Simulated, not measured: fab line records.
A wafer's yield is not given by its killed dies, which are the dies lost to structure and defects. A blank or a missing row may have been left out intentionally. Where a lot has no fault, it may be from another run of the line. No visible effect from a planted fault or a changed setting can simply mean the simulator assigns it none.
fab line records	flow gf180mcu
record: lots: 24	wafers: 72	last-day: 34
route steps=602 shown V1@336 M2@362 V2@404 V5@561
lots untouched by any fault: they come from a run of this same line in which no faults occurred
start-h: start of the lot's first displayed wafer, in hours after the record's first day	wait-h: how many hours have passed since the lot's step before this one	" same as the row above	L1.1+2: one row covering several wafers at once	- either no value or no given start	* or withheld: withheld	< > ~ a bound
route shown NAME@n: NAME is a module with steps in the file, n the number in the route of the first one	usual: mean and standard deviation over wafers with no fault	same: alike in all rows	chamber/n: place in a boat	sites: readings site by site	_std_site: how widely they spread, as a standard deviation	_edge_site: mean of outer sites minus mean of inner sites	radius-mm: for every site, how far away it sits from the centre of the wafer	mask NAME#n: copy n	behind: the tool/chamber that last shaped the wafer	hold: why the lot was held/for how many hours/how that ended	device: names the non-switching transistor (n, p or np)	end of line: the route-end tests of the same wafers	a step given without rows: its recipe and nothing more	killed: dies lost to structure and defects at the first sort, not the wafer's yield	map: a wafer's dies, marking killed ones x, the rest . and places with no die _
set.NAME: the run value of the setting; set.NAME@STEP: its run value at that earlier step	model.NAME: the simulator's own value behind a step, which no gauge read
the route's steps for a sample of lots (tables are steps, rows are wafers)
services: the hour from which a tool's chamber was out of use, counted from the record's first day as start-h (under 0 if before that day), plus the number of hours and why
== steps ==
step: GF_V1_THK_MEAS_01
recipe: reads: SiO2_of_V1_CVD_00
usual: V1_CVD_00_THK: 599/5.4
lot.wafer	tool	chamber	start-h	wait-h	V1_CVD_00_THK[nm]
L074.1	film-metro-02	-	384.70	0.0	599
L074.4	"	-	"	"	594
L074.6	"	-	"	"	597
L075.1	film-metro-03	-	395.62	0.1	597
L075.5	"	-	"	"	600
L075.6	"	-	"	"	606
L076.1	film-metro-01	-	404.04	0.0	608
L076.4	"	-	"	"	605
L076.5	"	-	"	"	597
L077.1	film-metro-03	-	413.25	0.1	597
L077.3	"	-	"	"	596
L077.4	"	-	"	"	595
L078.1	film-metro-02	-	421.76	0.0	598
L078.5	"	-	"	"	594
L078.6	"	-	"	"	593
L079.2	film-metro-03	-	432.23	0.0	593
L079.5	"	-	"	"	602
L079.6	"	-	"	"	603
L080.1	film-metro-02	-	441.19	0.1	602
L080.5	"	-	"	"	601
L080.6	"	-	"	"	593
L081.2	film-metro-01	-	451.83	0.0	593
L081.4	"	-	"	"	604
L081.5	"	-	"	"	600
L082.4	film-metro-02	-	461.18	0.0	603
L082.5	"	-	"	"	596
L082.6	"	-	"	"	600
L083.2	film-metro-02	-	472.53	0.0	591
L083.3	"	-	"	"	602
L083.6	"	-	"	"	597
L084.3	film-metro-02	-	477.92	0.1	599
L084.4	"	-	"	"	592
L084.6	"	-	"	"	601
L085.3	film-metro-03	-	485.63	0.1	599
L085.4	"	-	"	"	592
L085.5	"	-	"	"	597
L086.1	film-metro-01	-	497.16	0.0	599
L086.3	"	-	"	"	599
L086.4	"	-	"	"	594
L087.1	film-metro-03	-	505.17	0.0	602
L087.3	"	-	"	"	588
L087.4	"	-	"	"	598
L088.2	film-metro-02	-	512.67	0.0	597
L088.4	"	-	"	"	597
L088.6	"	-	"	"	586
L089.1	film-metro-03	-	522.76	0.0	599
L089.4	"	-	"	"	600
L089.6	"	-	"	"	600
L090.2	film-metro-03	-	528.82	0.0	598
L090.4	"	-	"	"	606
L090.5	"	-	"	"	601
L091.1	film-metro-02	-	539.79	0.0	601
L091.3	"	-	"	"	591
L091.5	"	-	"	"	604
L092.2	film-metro-03	-	545.17	0.0	595
L092.3	"	-	"	"	594
L092.5	"	-	"	"	598
L093.1	film-metro-02	-	554.09	0.0	604
L093.2	"	-	"	"	607
L093.4	"	-	"	"	609
L094.2	film-metro-01	-	561.65	0.1	605
L094.3	"	-	"	"	604
L094.4	"	-	"	"	611
L095.1	film-metro-01	-	566.79	0.0	597
L095.3	"	-	"	"	600
L095.6	"	-	"	"	595
L096.2	film-metro-01	-	576.90	0.0	596
L096.3	"	-	"	"	603
L096.4	"	-	"	"	596
L097.1	film-metro-03	-	583.88	0.0	594
L097.2	"	-	"	"	599
L097.5	"	-	"	"	597
step: GF_V1_STRIP_18
recipe: chemistry: O2/N2	power-w: 1400	pressure-mtorr: 1500	platen-temp-c: 250	o2-flow-sccm: 3000	n2-flow-sccm: 300	overash-fraction: 0.5
usual: drypump-motor-current-A: 5.8/0.51	heater-power-w: 307/40	o2-flow-sccm: 3001/8.2	oes-product-au: 0.592/0.0053
lot.wafer	tool	chamber	start-h	wait-h	drypump-motor-current-A	heater-power-w	o2-flow-sccm	oes-product-au	rf-hours-counter-h
L074.1	plasma-asher-04	0	408.36	-	6.0	279	3004	0.590	63
L074.4	"	1	"	"	6.0	378	2993	0.584	-
L074.6	"	1	"	"	6.1	388	3001	0.587	-
L075.1	plasma-asher-01	0	419.57	-	6.4	244	3013	0.587	82
L075.5	"	1	"	"	6.0	322	3013	0.599	-
L075.6	"	0	"	"	6.4	247	3006	0.603	-
L076.1	plasma-asher-04	1	427.91	-	6.1	392	2997	0.592	65
L076.4	"	0	"	"	6.0	275	2993	0.580	-
L076.5	"	0	"	"	6.0	276	2985	0.593	-
L077.1	plasma-asher-03	0	437.51	-	5.7	307	2991	0.592	30
L077.3	"	1	"	"	4.9	328	2998	0.597	-
L077.4	"	0	"	"	5.7	316	2988	0.593	-
L078.1	plasma-asher-01	1	446.27	-	6.0	319	3005	0.581	85
L078.5	"	0	"	"	6.4	240	3011	0.587	-
L078.6	"	1	"	"	6.0	325	3009	0.594	-
L079.2	plasma-asher-03	1	456.46	-	4.9	327	3002	0.597	32
L079.5	"	1	"	"	4.8	323	3004	0.597	-
L079.6	"	0	"	"	5.7	315	2995	0.598	-
L080.1	plasma-asher-01	1	466.22	-	6.0	331	2989	0.589	88
L080.5	"	1	"	"	6.0	316	2999	0.589	-
L080.6	"	0	"	"	6.4	247	3001	0.601	-
L081.2	plasma-asher-03	1	477.06	-	4.9	330	2991	0.586	34
L081.4	"	1	"	"	4.9	329	3000	0.591	-
L081.5	"	1	"	"	4.9	325	2995	0.600	-
L082.4	plasma-asher-03	0	485.94	-	5.7	315	3014	0.593	-
L082.5	"	0	"	"	5.7	317	3014	0.589	-
L082.6	"	1	"	"	4.8	332	3006	0.590	-
L083.2	plasma-asher-01	1	496.98	-	6.0	324	2994	0.590	91
L083.3	"	1	"	"	6.0	314	2988	0.590	-
L083.6	"	1	"	"	6.0	325	2995	0.587	-
L084.3	plasma-asher-04	1	502.59	-	6.1	388	3008	0.591	-
L084.4	"	0	"	"	6.0	272	3006	0.597	-
L084.6	"	0	"	"	6.0	280	3009	0.587	-
L085.3	plasma-asher-03	0	510.14	-	5.7	316	2985	0.596	-
L085.4	"	1	"	"	4.9	330	2994	0.593	-
L085.5	"	0	"	"	5.7	308	2994	0.593	-
L086.1	plasma-asher-01	0	521.45	-	6.4	241	2992	0.584	93
L086.3	"	0	"	"	6.4	241	2996	0.597	-
L086.4	"	1	"	"	6.0	316	3000	0.591	-
L087.1	plasma-asher-03	0	528.97	-	5.7	310	2995	0.592	39
L087.3	"	0	"	"	5.7	314	3003	0.596	-
L087.4	"	1	"	"	4.9	329	2992	0.593	-
L088.2	plasma-asher-04	1	536.72	-	6.1	379	3006	0.584	77
L088.4	"	1	"	"	6.0	381	3009	0.594	-
L088.6	"	1	"	"	6.0	386	2996	0.601	-
L089.1	plasma-asher-03	1	546.25	-	4.8	323	3026	0.586	41
L089.4	"	1	"	"	4.8	328	3012	0.589	-
L089.6	"	0	"	"	5.7	303	2995	0.585	-
L090.2	plasma-asher-03	0	551.91	-	5.7	312	2994	0.596	41
L090.4	"	1	"	"	4.9	328	3017	0.598	-
L090.5	"	1	"	"	4.8	326	3005	0.590	-
L091.1	plasma-asher-03	0	562.55	-	5.7	303	3004	0.592	43
L091.3	"	0	"	"	5.7	309	3004	0.587	-
L091.5	"	0	"	"	5.7	310	2999	0.592	-
L092.2	plasma-asher-01	1	567.81	-	6.0	317	2994	0.597	98
L092.3	"	0	"	"	6.4	246	3002	0.588	-
L092.5	"	1	"	"	6.0	313	3008	0.589	-
L093.1	plasma-asher-01	0	576.75	-	6.4	246	2999	0.602	99
L093.2	"	1	"	"	6.0	325	2986	0.591	99
L093.4	"	0	"	"	6.4	243	3000	0.597	-
L094.2	plasma-asher-04	1	584.40	-	6.1	387	3022	0.586	81
L094.3	"	0	"	"	6.0	276	3004	0.584	-
L094.4	"	1	"	"	6.0	384	3019	0.591	-
L095.1	plasma-asher-01	0	588.40	-	6.4	246	2995	0.591	100
L095.3	"	1	"	"	6.0	323	2996	0.583	-
L095.6	"	0	"	"	6.4	249	2991	0.590	-
L096.2	plasma-asher-03	1	599.06	-	4.8	327	2989	0.594	46
L096.3	"	0	"	"	5.7	308	2996	0.590	-
L096.4	"	1	"	"	4.9	317	3009	0.589	-
L097.1	plasma-asher-01	0	605.47	-	6.3	242	3009	0.587	102
L097.2	"	1	"	"	6.0	314	2997	0.593	102
L097.5	"	1	"	"	6.0	317	3004	0.578	-
step: GF_M2_SPUTTER_00
recipe: material: Ti	target-thk-nm: 37.5	arriving-ion-energy-ev: 80	substrate-temp-c: 200	chamber-pressure-pa: 2	power-w: 4000	time-s: 150
usual: throttle-valve-pct: 30.1/1
lot.wafer	tool	chamber	start-h	wait-h	throttle-valve-pct
L074.1	pvd-sputter-03	-	409.59	0.1	28.0
L074.4	"	-	"	"	30.1
L074.6	"	-	"	"	30.0
L075.1	pvd-sputter-02	-	420.80	0.2	29.4
L075.5	"	-	"	"	31.3
L075.6	"	-	"	"	30.2
L076.1	pvd-sputter-04	-	429.13	0.1	30.8
L076.4	"	-	"	"	28.4
L076.5	"	-	"	"	31.1
L077.1	pvd-sputter-04	-	438.77	0.2	30.6
L077.3	"	-	"	"	31.3
L077.4	"	-	"	"	31.4
L078.1	pvd-sputter-04	-	447.51	0.1	30.8
L078.5	"	-	"	"	31.3
L078.6	"	-	"	"	30.7
L079.2	pvd-sputter-03	-	457.75	0.1	27.7
L079.5	"	-	"	"	30.2
L079.6	"	-	"	"	27.8
L080.1	pvd-sputter-02	-	467.46	0.2	30.3
L080.5	"	-	"	"	31.6
L080.6	"	-	"	"	30.4
L081.2	pvd-sputter-03	-	478.28	0.1	30.0
L081.4	"	-	"	"	27.8
L081.5	"	-	"	"	27.8
L082.4	pvd-sputter-04	-	487.14	0.2	30.7
L082.5	"	-	"	"	30.8
L082.6	"	-	"	"	31.4
L083.2	pvd-sputter-02	-	498.24	0.1	31.4
L083.3	"	-	"	"	30.1
L083.6	"	-	"	"	31.2
L084.3	pvd-sputter-04	-	503.78	0.2	31.4
L084.4	"	-	"	"	28.5
L084.6	"	-	"	"	28.3
L085.3	pvd-sputter-03	-	511.33	0.1	27.7
L085.4	"	-	"	"	30.1
L085.5	"	-	"	"	29.7
L086.1	pvd-sputter-03	-	522.68	0.1	30.4
L086.3	"	-	"	"	29.6
L086.4	"	-	"	"	30.3
L087.1	pvd-sputter-02	-	530.20	0.1	29.2
L087.3	"	-	"	"	30.3
L087.4	"	-	"	"	30.7
L088.2	pvd-sputter-03	-	537.95	0.2	27.9
L088.4	"	-	"	"	29.6
L088.6	"	-	"	"	30.3
L089.1	pvd-sputter-02	-	547.48	0.2	29.5
L089.4	"	-	"	"	30.7
L089.6	"	-	"	"	31.4
L090.2	pvd-sputter-03	-	553.41	0.1	30.0
L090.4	"	-	"	"	30.2
L090.5	"	-	"	"	30.1
L091.1	pvd-sputter-02	-	564.18	0.1	31.3
L091.3	"	-	"	"	30.2
L091.5	"	-	"	"	30.3
L092.2	pvd-sputter-02	-	569.48	0.1	29.3
L092.3	"	-	"	"	30.8
L092.5	"	-	"	"	31.3
L093.1	pvd-sputter-02	-	577.99	0.2	29.4
L093.2	"	-	"	"	30.3
L093.4	"	-	"	"	31.4
L094.2	pvd-sputter-03	-	585.99	0.1	29.8
L094.3	"	-	"	"	30.2
L094.4	"	-	"	"	30.3
L095.1	pvd-sputter-03	-	590.05	0.2	30.0
L095.3	"	-	"	"	30.2
L095.6	"	-	"	"	28.2
L096.2	pvd-sputter-04	-	600.49	0.1	31.1
L096.3	"	-	"	"	30.6
L096.4	"	-	"	"	31.3
L097.1	pvd-sputter-02	-	606.70	0.2	31.4
L097.2	"	-	"	"	29.3
L097.5	"	-	"	"	29.5
step: GF_M2_METAL_ETCH_16
recipe: chemistry: Cl2/BCl3	mask-material: KrF	target-depth-nm: 750.8	stop-on: SiO2	pressure-mtorr: 8	icp-w: 800	bias-w: 140	Cl2_flow_sccm: 80	bcl3-flow-sccm: 40	time-s: 125.1
usual: drypump-motor-current-A: 5.7/0.38	mfc-cl2-sccm: 79.99/0.22	oes-product-au: 0.988/0.007	throttle-valve-pct: 28.232/0.01
lot.wafer	tool	chamber	start-h	wait-h	drypump-motor-current-A	mfc-cl2-sccm	oes-product-au	rf-hours-counter-h	throttle-valve-pct
L074.1	rie-metal-04	0	433.39	0.0	6.1	79.66	0.987	3.9	28.223
L074.4	"	0	"	"	6.1	79.40	0.984	-	28.229
L074.6	"	0	"	"	6.1	79.84	0.982	-	28.236
L075.1	rie-metal-01	1	444.63	0.0	5.4	80.18	0.991	6.4	28.228
L075.5	"	0	"	"	5.4	79.92	0.989	-	28.237
L075.6	"	1	"	"	5.4	80.08	0.990	-	28.229
L076.1	rie-metal-03	0	453.54	0.0	5.4	79.70	0.987	4.9	28.225
L076.4	"	0	"	"	5.3	79.97	0.985	-	28.224
L076.5	"	0	"	"	5.4	79.98	0.987	-	28.246
L077.1	rie-metal-03	1	463.53	0.0	5.2	80.19	0.999	0.2	28.238
L077.3	"	0	"	"	5.4	79.98	0.990	-	28.235
L077.4	"	1	"	"	5.1	80.04	0.996	-	28.215
L078.1	rie-metal-01	1	471.24	0.0	5.4	79.87	0.998	6.9	28.225
L078.5	"	1	"	"	5.4	80.03	0.996	-	28.248
L078.6	"	0	"	"	5.4	79.92	0.999	-	28.235
L079.2	rie-metal-04	1	482.33	0.0	6.1	80.16	0.987	8.0	28.218
L079.5	"	1	"	"	6.0	80.28	1.000	-	28.235
L079.6	"	0	"	"	6.1	79.77	0.986	-	28.232
L080.1	rie-metal-04	0	491.78	0.0	6.1	79.61	0.992	5.4	28.239
L080.5	"	0	"	"	6.1	79.79	0.986	-	28.238
L080.6	"	1	"	"	6.1	80.21	0.986	-	28.222
L081.2	rie-metal-03	0	502.43	0.0	5.4	79.67	0.988	6.1	28.232
L081.4	"	0	"	"	5.4	79.75	0.981	-	28.247
L081.5	"	0	"	"	5.3	79.63	0.985	-	28.243
L082.4	rie-metal-01	0	511.09	0.1	5.3	80.16	0.995	-	28.238
L082.5	"	0	"	"	5.3	80.37	0.993	-	28.232
L082.6	"	1	"	"	5.4	80.57	0.990	-	28.227
L083.2	rie-metal-04	1	521.98	0.0	6.1	80.16	0.990	9.0	28.236
L083.3	"	1	"	"	6.1	80.34	0.989	-	28.236
L083.6	"	1	"	"	6.0	80.19	0.999	-	28.239
L084.3	rie-metal-04	0	526.82	0.1	6.1	79.74	0.978	-	28.237
L084.4	"	1	"	"	6.1	80.01	0.998	-	28.227
L084.6	"	0	"	"	6.1	79.89	0.982	-	28.231
L085.3	rie-metal-01	1	534.02	0.1	5.4	79.95	0.991	-	28.239
L085.4	"	0	"	"	5.4	80.17	0.993	-	28.243
L085.5	"	0	"	"	5.4	80.24	0.995	-	28.228
L086.1	rie-metal-04	1	545.78	0.0	6.0	79.97	0.996	9.6	28.221
L086.3	"	1	"	"	6.0	79.78	0.994	-	28.236
L086.4	"	0	"	"	6.1	79.89	0.979	-	28.241
L087.1	rie-metal-04	0	552.98	0.0	6.1	80.38	0.978	7.1	28.223
L087.3	"	1	"	"	6.1	80.05	0.985	-	28.235
L087.4	"	0	"	"	6.1	79.89	0.977	-	28.230
L088.2	rie-metal-03	0	560.19	0.0	5.4	79.84	0.980	7.8	28.240
L088.4	"	0	"	"	5.3	79.67	0.977	-	28.243
L088.6	"	1	"	"	5.2	79.77	0.988	-	28.244
L089.1	rie-metal-04	0	569.92	0.0	6.1	80.07	0.986	7.6	28.235
L089.4	"	0	"	"	6.1	79.75	0.983	-	28.232
L089.6	"	1	"	"	6.1	79.69	0.995	-	28.218
L090.2	rie-metal-04	0	575.97	0.0	6.1	79.91	0.976	7.7	28.241
L090.4	"	1	"	"	6.0	79.99	0.996	-	28.239
L090.5	"	0	"	"	6.1	79.73	0.980	-	28.236
L091.1	rie-metal-03	1	585.82	0.0	5.2	80.07	0.995	3.4	28.202
L091.3	"	1	"	"	5.2	80.27	0.992	-	28.214
L091.5	"	0	"	"	5.4	79.92	0.988	-	28.226
L092.2	rie-metal-03	1	591.44	0.0	5.2	80.16	0.988	3.6	28.224
L092.3	"	0	"	"	5.4	79.80	0.989	-	28.215
L092.5	"	0	"	"	5.4	79.94	0.992	-	28.212
L093.1	rie-metal-04	0	599.58	0.0	6.1	80.19	0.981	8.4	28.257
L093.2	"	0	"	"	6.1	80.31	0.985	-	28.242
L093.4	"	0	"	"	6.1	80.46	0.976	-	28.266
L094.2	rie-metal-01	1	607.64	0.0	5.4	80.19	0.992	10.7	28.237
L094.3	"	0	"	"	5.4	80.05	0.993	-	28.240
L094.4	"	1	"	"	5.4	80.00	0.994	-	28.228
L095.1	rie-metal-03	1	610.05	0.0	5.2	79.82	0.983	4.2	28.249
L095.3	"	1	"	"	5.2	79.92	0.988	-	28.237
L095.6	"	0	"	"	5.4	80.05	0.990	-	28.224
L096.2	rie-metal-03	0	621.19	0.0	5.4	79.85	0.994	9.9	28.235
L096.3	"	1	"	"	5.2	80.00	0.994	-	28.234
L096.4	"	0	"	"	5.4	79.78	0.991	-	28.247
L097.1	rie-metal-04	1	627.89	0.0	6.1	79.81	0.977	0.3	28.234
L097.2	"	0	"	"	6.1	79.86	0.980	9.7	28.226
L097.5	"	1	"	"	6.1	79.80	0.985	-	28.237
step: GF_V2_SPUTTER_22
recipe: material: TiN	target-thk-nm: 10	chamber-pressure-pa: 5	power-w: 4000	time-s: 40
usual: throttle-valve-pct: 30.5/0.76
lot.wafer	tool	chamber	start-h	wait-h	throttle-valve-pct
L074.1	pvd-sputter-02	-	460.09	0.0	30.4
L074.4	"	-	"	"	30.3
L074.6	"	-	"	"	31.4
L075.1	pvd-sputter-02	-	471.25	0.0	30.4
L075.5	"	-	"	"	30.8
L075.6	"	-	"	"	31.3
L076.1	pvd-sputter-01	-	480.38	0.0	30.8
L076.4	"	-	"	"	30.5
L076.5	"	-	"	"	31.1
L077.1	pvd-sputter-01	-	489.47	0.0	30.1
L077.3	"	-	"	"	30.8
L077.4	"	-	"	"	30.8
L078.1	pvd-sputter-02	-	497.50	0.0	30.4
L078.5	"	-	"	"	29.5
L078.6	"	-	"	"	30.2
L079.2	pvd-sputter-01	-	508.72	0.0	30.9
L079.5	"	-	"	"	30.6
L079.6	"	-	"	"	30.7
L080.1	pvd-sputter-02	-	516.91	0.0	29.3
L080.5	"	-	"	"	29.3
L080.6	"	-	"	"	30.4
L081.2	pvd-sputter-01	-	527.60	0.0	30.1
L081.4	"	-	"	"	31.2
L081.5	"	-	"	"	30.1
L082.4	pvd-sputter-01	-	535.37	0.0	30.8
L082.5	"	-	"	"	30.7
L082.6	"	-	"	"	31.2
L083.2	pvd-sputter-02	-	546.77	0.0	30.2
L083.3	"	-	"	"	29.3
L083.6	"	-	"	"	31.4
L084.3	pvd-sputter-04	-	552.29	0.0	30.7
L084.4	"	-	"	"	31.2
L084.6	"	-	"	"	31.3
L085.3	pvd-sputter-01	-	557.96	0.0	31.0
L085.4	"	-	"	"	30.0
L085.5	"	-	"	"	30.8
L086.1	pvd-sputter-04	-	569.69	0.0	30.9
L086.3	"	-	"	"	28.5
L086.4	"	-	"	"	31.4
L087.1	pvd-sputter-04	-	577.90	0.0	30.7
L087.3	"	-	"	"	31.5
L087.4	"	-	"	"	28.3
L088.2	pvd-sputter-01	-	584.44	0.0	30.6
L088.4	"	-	"	"	30.9
L088.6	"	-	"	"	30.0
L089.1	pvd-sputter-01	-	593.53	0.0	30.9
L089.4	"	-	"	"	30.9
L089.6	"	-	"	"	31.2
L090.2	pvd-sputter-02	-	599.33	0.0	29.1
L090.4	"	-	"	"	29.2
L090.5	"	-	"	"	30.8
L091.1	pvd-sputter-02	-	608.83	0.0	30.7
L091.3	"	-	"	"	30.3
L091.5	"	-	"	"	31.0
L092.2	pvd-sputter-02	-	614.95	0.0	29.7
L092.3	"	-	"	"	30.3
L092.5	"	-	"	"	29.4
L093.1	pvd-sputter-02	-	622.27	0.0	30.7
L093.2	"	-	"	"	30.1
L093.4	"	-	"	"	29.4
L094.2	pvd-sputter-04	-	630.21	0.0	30.7
L094.3	"	-	"	"	31.6
L094.4	"	-	"	"	31.2
L095.1	pvd-sputter-02	-	632.70	0.0	31.3
L095.3	"	-	"	"	30.3
L095.6	"	-	"	"	31.3
L096.2	pvd-sputter-02	-	643.90	0.0	29.2
L096.3	"	-	"	"	31.4
L096.4	"	-	"	"	30.8
L097.1	pvd-sputter-02	-	649.80	0.0	29.3
L097.2	"	-	"	"	30.5
L097.5	"	-	"	"	29.4
step: GF_V5_SPUTTER_21
recipe: material: Ti	target-thk-nm: 15	chamber-pressure-pa: 5	power-w: 2500	substrate-temp-c: 200	time-s: 80.02
usual: throttle-valve-pct: 30.5/0.67
lot.wafer	tool	chamber	start-h	wait-h	throttle-valve-pct
L074.1	pvd-sputter-01	-	625.66	0.0	30.9
L074.4	"	-	"	"	31.2
L074.6	"	-	"	"	30.9
L075.1	pvd-sputter-02	-	635.66	0.0	31.1
L075.5	"	-	"	"	29.2
L075.6	"	-	"	"	30.0
L076.1	pvd-sputter-01	-	644.33	0.0	30.9
L076.4	"	-	"	"	30.3
L076.5	"	-	"	"	30.0
L077.1	pvd-sputter-01	-	651.36	0.0	30.4
L077.3	"	-	"	"	31.2
L077.4	"	-	"	"	30.8
L078.1	pvd-sputter-01	-	659.14	0.0	30.6
L078.5	"	-	"	"	30.1
L078.6	"	-	"	"	30.8
L079.2	pvd-sputter-01	-	667.43	0.0	30.8
L079.5	"	-	"	"	30.7
L079.6	"	-	"	"	31.0
L080.1	pvd-sputter-02	-	673.66	0.0	30.1
L080.5	"	-	"	"	31.2
L080.6	"	-	"	"	30.6
L081.2	pvd-sputter-02	-	682.26	0.0	31.1
L081.4	"	-	"	"	30.1
L081.5	"	-	"	"	30.1
L082.4	pvd-sputter-01	-	689.07	0.0	30.8
L082.5	"	-	"	"	31.2
L082.6	"	-	"	"	31.1
L083.2	pvd-sputter-01	-	698.71	0.0	30.2
L083.3	"	-	"	"	30.9
L083.6	"	-	"	"	30.9
L084.3	pvd-sputter-01	-	702.57	0.0	30.9
L084.4	"	-	"	"	31.0
L084.6	"	-	"	"	31.1
L085.3	pvd-sputter-02	-	708.69	0.0	31.2
L085.4	"	-	"	"	30.3
L085.5	"	-	"	"	31.5
L086.1	pvd-sputter-01	-	719.81	0.0	30.9
L086.3	"	-	"	"	30.7
L086.4	"	-	"	"	31.0
L087.1	pvd-sputter-01	-	727.41	0.0	30.9
L087.3	"	-	"	"	31.0
L087.4	"	-	"	"	31.0
L088.2	pvd-sputter-02	-	730.11	0.0	30.4
L088.4	"	-	"	"	30.5
L088.6	"	-	"	"	30.0
L089.1	pvd-sputter-01	-	738.43	0.0	30.9
L089.4	"	-	"	"	30.0
L089.6	"	-	"	"	30.8
L090.2	pvd-sputter-01	-	741.02	0.0	30.0
L090.4	"	-	"	"	31.0
L090.5	"	-	"	"	30.8
L091.1	pvd-sputter-01	-	750.88	0.0	29.8
L091.3	"	-	"	"	31.2
L091.5	"	-	"	"	30.5
L092.2	pvd-sputter-02	-	756.21	0.0	31.7
L092.3	"	-	"	"	30.4
L092.5	"	-	"	"	30.3
L093.1	pvd-sputter-03	-	760.31	0.0	30.0
L093.2	"	-	"	"	30.4
L093.4	"	-	"	"	28.0
L094.2	pvd-sputter-02	-	767.52	0.0	30.2
L094.3	"	-	"	"	31.3
L094.4	"	-	"	"	29.4
L095.1	pvd-sputter-03	-	768.69	0.0	30.0
L095.3	"	-	"	"	30.3
L095.6	"	-	"	"	30.2
L096.2	pvd-sputter-02	-	780.38	0.0	31.3
L096.3	"	-	"	"	31.0
L096.4	"	-	"	"	29.4
L097.1	pvd-sputter-01	-	784.72	0.0	29.7
L097.2	"	-	"	"	30.6
L097.5	"	-	"	"	30.6
== services ==
tool	chamber	start-h	hours	kind
rie-metal-01	-	393.39	1.4	pm
plasma-asher-03	-	399.25	2.2	repair
pvd-sputter-03	-	415.81	3.2	repair
rie-metal-04	-	423.77	2.1	repair
rie-metal-01	-	478.98	1.1	repair
plasma-asher-03	-	479.12	2.9	repair
plasma-asher-01	-	539.28	3.5	repair
pvd-sputter-03	-	573.68	3.8	repair
pvd-sputter-03	-	574.17	4.4	repair
pvd-sputter-04	-	582.85	8.4	repair
pvd-sputter-03	-	593.28	105.8	repair
pvd-sputter-01	-	593.74	5.9	repair
rie-metal-01	-	595.08	2.8	pm
plasma-asher-01	-	616.11	0.4	repair
pvd-sputter-01	-	618.58	2.3	repair
rie-metal-01	-	643.01	0.6	repair
rie-metal-01	-	666.33	1.2	repair
plasma-asher-01	-	688.87	0.8	repair
rie-metal-04	0	689.97	1.0	repair
plasma-asher-01	-	733.75	9.0	pm
plasma-asher-03	-	761.31	1.9	repair
rie-metal-03	-	761.40	2.8	pm
rie-metal-03	1	780.08	6.2	repair
pvd-sputter-01	-	780.17	0.5	repair
== key ==
fault none
